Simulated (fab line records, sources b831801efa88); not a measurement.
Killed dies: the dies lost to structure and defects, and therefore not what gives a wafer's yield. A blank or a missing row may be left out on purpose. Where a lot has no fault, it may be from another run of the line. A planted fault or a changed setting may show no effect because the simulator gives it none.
A single fault, viewed from 2 desks || flow gf180mcu || only its own numbers are on each desk; what lay behind them is given at the end

## AT THE METROLOGY DESK
What the gauges read for every lot (on any tool): the sampled wafers with a number, averaged. Marked OUT: a lot whose mean sits more than 4 standard deviations from the usual mean, which makes it out of limits; the brackets give that distance.
Columns: A = NSD_OVL at GF_NSD_OVL_MEAS_08, usual -0.7 nm; B = cd nm at GF_PSD_CD_MEAS_07, usual 399.2 nm; C = V1_OVL at GF_V1_OVL_MEAS_15, usual 1 nm
{"lot": "L911", "first seen here": "day 13 05:26", "A": 0.3, "B": 401.0, "C": -3}
{"lot": "L913", "first seen here": "day 14 05:43", "A": 1.4, "B": 397.5, "C": 1}
{"lot": "L915", "first seen here": "day 14 17:58", "A": -2.3, "B": 399.4, "C": 0}
{"lot": "L917", "first seen here": "day 15 12:48", "A": -1.7, "B": 399.2, "C": -5}
{"lot": "L916", "first seen here": "day 15 15:31", "A": -1.4, "B": 397.0, "C": -9}
{"lot": "L918", "first seen here": "day 16 03:07", "A": 0.4, "B": 397.5, "C": -2}
{"lot": "L920", "first seen here": "day 16 05:56", "A": -1.1, "B": 400.8, "C": -1}
{"lot": "L921", "first seen here": "day 16 22:40", "A": -1.6, "B": 395.8, "C": -10}
{"lot": "L923", "first seen here": "day 17 13:52", "A": 0.4, "B": 399.9, "C": 0}
{"lot": "L924", "first seen here": "day 17 17:31", "A": -1.5, "B": 405.6, "C": 10}
{"lot": "L932", "first seen here": "day 20 12:01", "A": -0.5, "B": 401.2, "C": 2}
{"lot": "L933", "first seen here": "day 20 23:12", "A": 0.2, "B": 398.4, "C": -2}
{"lot": "L934", "first seen here": "day 21 01:45", "A": -1.7, "B": 400.3, "C": 4}
This desk found nothing out of limits on any of the 13 lots.

## AT THE TOOL OWNER'S DESK: litho track-02
The tool's own readings at GF_PSD_DEVELOP_06 (develop time 60 s): means of the sampled wafers that have a number, for each lot that ran on this tool. Marked OUT: a lot whose mean sits more than 4 standard deviations from the usual mean, which makes it out of limits; the brackets give that distance.
Columns: A = developer temp C at GF_PSD_DEVELOP_06, usual 23.00 C
{"lot": "L915", "first seen here": "day 15 15:34", "A": 23.02}
{"lot": "L921", "first seen here": "day 17 20:58", "A": 23.11}
{"lot": "L923", "first seen here": "day 18 12:56", "A": 23.10}
{"lot": "L924", "first seen here": "day 18 16:43", "A": 22.98}
This desk found nothing out of limits on any of the 4 lots.

## PUT TOGETHER
From the metrology desk's view, nothing was out of limits.
The tool owner's desk saw nothing out of limits.

## WHAT THE SIMULATOR PUT IN
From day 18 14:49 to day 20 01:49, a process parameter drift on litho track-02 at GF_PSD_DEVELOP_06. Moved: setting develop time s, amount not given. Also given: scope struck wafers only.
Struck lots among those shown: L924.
